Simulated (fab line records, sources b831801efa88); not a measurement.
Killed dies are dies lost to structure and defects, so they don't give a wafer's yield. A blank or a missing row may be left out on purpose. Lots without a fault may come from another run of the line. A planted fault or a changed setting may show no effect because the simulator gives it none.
Which tool did it? | flow sky130 | 11 lots, 32 wafers sampled, at 3 steps of a route of 708

WHAT THE GAUGES READ, wafer by wafer
SKY_CAP2M_OVL_MEAS_12.
lot  | measured     | on         | CAP2M_OVL (nm)
L683 | day 40 22:28 | overlay-02 | -0.6 -1.7 -2.0
L684 | day 41 09:20 | overlay-01 | 2.1 1.4 1.9
L686 | day 42 01:55 | overlay-02 | 1.0 1.7 1.3
L685 | day 42 02:47 | overlay-01 | 1.9 0.5 1.0
L688 | day 42 04:22 | overlay-01 | 1.0 2.3 2.1
L689 | day 43 00:07 | overlay-01 | 2.3 -0.9 0.8
L696 | day 44 14:52 | overlay-01 | -1.6 -1.5 -1.4
L698 | day 45 05:36 | overlay-02 | 1.9 1.3
L701 | day 46 00:44 | overlay-02 | -1.4 -0.4 -2.8
L704 | day 46 10:05 | overlay-01 | 0.4 2.0 1.6
L705 | day 46 12:44 | overlay-02 | -2.1 0.4 0.5

SKY_METAL4_OVL_MEAS_14.
lot  | measured     | on         | METAL4_OVL (nm)
L683 | day 41 22:45 | overlay-01 | -3 12 6
L684 | day 42 08:58 | overlay-01 | -8 -18 -9
L686 | day 43 01:36 | overlay-02 | -3 -2 -3
L685 | day 43 02:36 | overlay-01 | -14 -13 -13
L688 | day 43 04:40 | overlay-02 | -1 -4 -3
L689 | day 43 23:36 | overlay-02 | -7 0 -5
L696 | day 45 12:53 | overlay-01 | -3 1 4
L698 | day 46 03:05 | overlay-02 | 4 -6
L701 | day 46 21:52 | overlay-02 | -6 -3 -1
L704 | day 47 07:16 | overlay-02 | -5 -7 -7
L705 | day 47 09:37 | overlay-01 | -1 2 11

WHICH TOOL RAN EACH LOT (tool, then ch and the chambers of the sampled wafers, then the start)
lot  | SKY_METAL4_SPUTTER_00
L683 | pvd_sputter-04, day 39 21:47
L684 | pvd_sputter-04, day 40 09:17
L686 | pvd_sputter-04, day 41 02:12
L685 | pvd_sputter-03, day 41 03:16
L688 | pvd_sputter-03, day 41 04:48
L689 | pvd_sputter-01, day 42 00:52
L696 | pvd_sputter-01, day 43 16:12
L698 | pvd_sputter-03, day 44 07:17
L701 | pvd_sputter-03, day 45 03:13
L704 | pvd_sputter-03, day 45 12:31
L705 | pvd_sputter-03, day 45 16:07
- SKY_METAL4_SPUTTER_00: material Ti, target thk 15 nm, time 10 s.

WHAT THE TOOLS THEMSELVES READ (means of the sampled wafers that have a number; where no wafer has one, the mark that the record gives instead)
SKY_METAL4_SPUTTER_00.
lot  | tool           | throttle_valve_pct (%)
L683 | pvd_sputter-04 | 30.3
L684 | pvd_sputter-04 | 28.9
L686 | pvd_sputter-04 | 28.9
L685 | pvd_sputter-03 | 29.6
L688 | pvd_sputter-03 | 29.6
L689 | pvd_sputter-01 | 29.9
L696 | pvd_sputter-01 | 29.9
L698 | pvd_sputter-03 | 29.2
L701 | pvd_sputter-03 | 29.0
L704 | pvd_sputter-03 | 29.7
L705 | pvd_sputter-03 | 29.0

THE ANSWER, worked out from the rows above alone
Rule: what is usual is taken from the lots themselves. Put in order of their means at a reading, lots are off if they are a third of the lots or fewer, leave a main group of 4 or more, and stand apart from it by a gap of 3 or more times the standard deviation of the main group's means; of several such gaps the widest counts. A main group whose means are all the same, to the digits that the tables above print for the reading, isn't used. A lot without any number at a reading at which 4 lots or more have one is off too. The other lots that the step has rows for count as sound. The gauges are gone through in route order, then the tools' own readings, and for those a lot's mean is taken as printed above. The first step at which some lot is off is used, and at that step the reading that is off furthest; a lot without a number counts as furthest.
No lot is off at any reading shown: from this, nothing can be told.

WHAT THE SIMULATOR HAD PUT IN
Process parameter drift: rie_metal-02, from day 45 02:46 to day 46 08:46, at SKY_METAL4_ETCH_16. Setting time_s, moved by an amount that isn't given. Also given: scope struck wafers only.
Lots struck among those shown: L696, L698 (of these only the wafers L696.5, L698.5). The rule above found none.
